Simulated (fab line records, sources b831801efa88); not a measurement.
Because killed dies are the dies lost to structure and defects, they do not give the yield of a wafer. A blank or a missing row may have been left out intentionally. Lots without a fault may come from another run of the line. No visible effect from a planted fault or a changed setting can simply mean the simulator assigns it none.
Problem report in the 8D (eight disciplines) form, filled by code + flow gf180mcu + the parts of the form that need people (team, actions taken, sign-off) are left out

1. THE PROBLEM
Across 2 wafers from 2 lots, V5_CVD_00_THK at GF_V5_THK_MEAS_01 averages 357.7 nm, while fault-free wafers read 299.3 nm with a standard deviation of 2.6. Measured from the usual mean, that is +22 standard deviations.
The first sign was on wafer L139.1 at day 28 21:07, on film metro-01. Wafers with a number at this step in the record: 39, from 13 lots. By rule, "out" or "out of limits" means more than 4 standard deviations away from the usual mean. The other wafers with a number count as sound.

2. WHAT IT IS, AND WHAT IT ISN'T
| question                    | is                           | is not                                                                                                   |
|-----------------------------|------------------------------|----------------------------------------------------------------------------------------------------------|
| which readings at this step | V5_CVD_00_THK                | -                                                                                                        |
| which lots                  | L139, L142                   | L132, L133, L134, L136, L138, L148, L149, L151, L153, L154, L155                                         |
| which wafers of those lots  | L139.1, L142.2               | L139.4, L139.6, L142.4, L142.5                                                                           |
| read on which gauges        | film metro-01, film metro-04 | film metro-02                                                                                            |
| when                        | from day 28 21:07            | up to then (17 sound wafers); but 20 sound wafers of L142, L148, L149, L151, L153, L154, L155 came after |

3. WHAT RULES OUT EACH SUSPECT
Counting: a tool at a process step up to the reading stays a suspect if it ran every lot that is out. Sound lots after the first of them don't rule it out here, since some wafers of a struck lot are sound.
- ruled out: the gauge at GF_V5_THK_MEAS_01. The wafers that are out were read on 2 gauges (film metro-01, film metro-04).
- pvd sputter-03 at GF_V3_SPUTTER_21 (material Ti, target thk 15 nm, time 80.02 s): kept. Every lot that is out went through it, the first being L139 (day 25 06:10); the last sound lot it ran before that was L138 (day 25 01:55).
- hdpcvd-01 at GF_V5_CVD_00 (deposits SiO2, target thk 300 nm, time 50 s): kept. Every lot that is out went through it, the first being L139 (day 28 21:04); the last sound lot it ran before that was L138 (day 28 17:38). Out on those wafers are its own readings of sih4 flow sccm.
- In hdpcvd-01 at GF_V5_CVD_00, the wafers that are out were processed in chamber 1 and their sound lot-mates in chambers 0, 2.
Remaining after the count are pvd sputter-03 at GF_V3_SPUTTER_21 and hdpcvd-01 at GF_V5_CVD_00.

4. THE CAUSE (what the simulator had put in)
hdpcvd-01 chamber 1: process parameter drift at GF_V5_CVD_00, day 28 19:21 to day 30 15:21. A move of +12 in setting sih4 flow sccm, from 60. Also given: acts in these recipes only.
Counting left 2 suspects, and this tool is among them.

5. SEQUENCE OF EFFECTS, ordered by route
Rows list readings where the struck wafers' mean (over those with a number) sits beyond 3 standard deviations from the usual. Only readings whose record carries a usual standard deviation are examined. hours: median over the lots of the time between each lot's start at the first step of this table that gives one and its start at this step. sigmas: the change, counted in usual standard deviations.
| hours | step              | reading        | usual      | on struck wafers | change | sigmas |
|-------|-------------------|----------------|------------|------------------|--------|--------|
| 0     | GF_V5_CVD_00      | sih4 flow sccm | 60.01 sccm | 71.87            | +11.86 | +59    |
| 0     | GF_V5_THK_MEAS_01 | V5_CVD_00_THK  | 299.3 nm   | 357.7            | +58.4  | +22    |
The process steps in it:
- GF_V5_CVD_00: deposits SiO2, target thk 300 nm, time 50 s.

6. WHAT WOULD HAVE CAUGHT IT SOONER
The first out-of-limits reading at a measuring or inspecting step in this record came at day 28 21:07, 2 hours after the fault's start at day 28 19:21.
At GF_V5_CVD_00, the tool's own readings (sih4 flow sccm) were out on each struck wafer the step has a row for, so an alarm limit on them would have fired on the first such wafer.
L142, from the lots that are out (2), started GF_V5_CVD_00 on hdpcvd-01 later than day 28 21:07. Had the tool been put on hold then, it would have been spared.
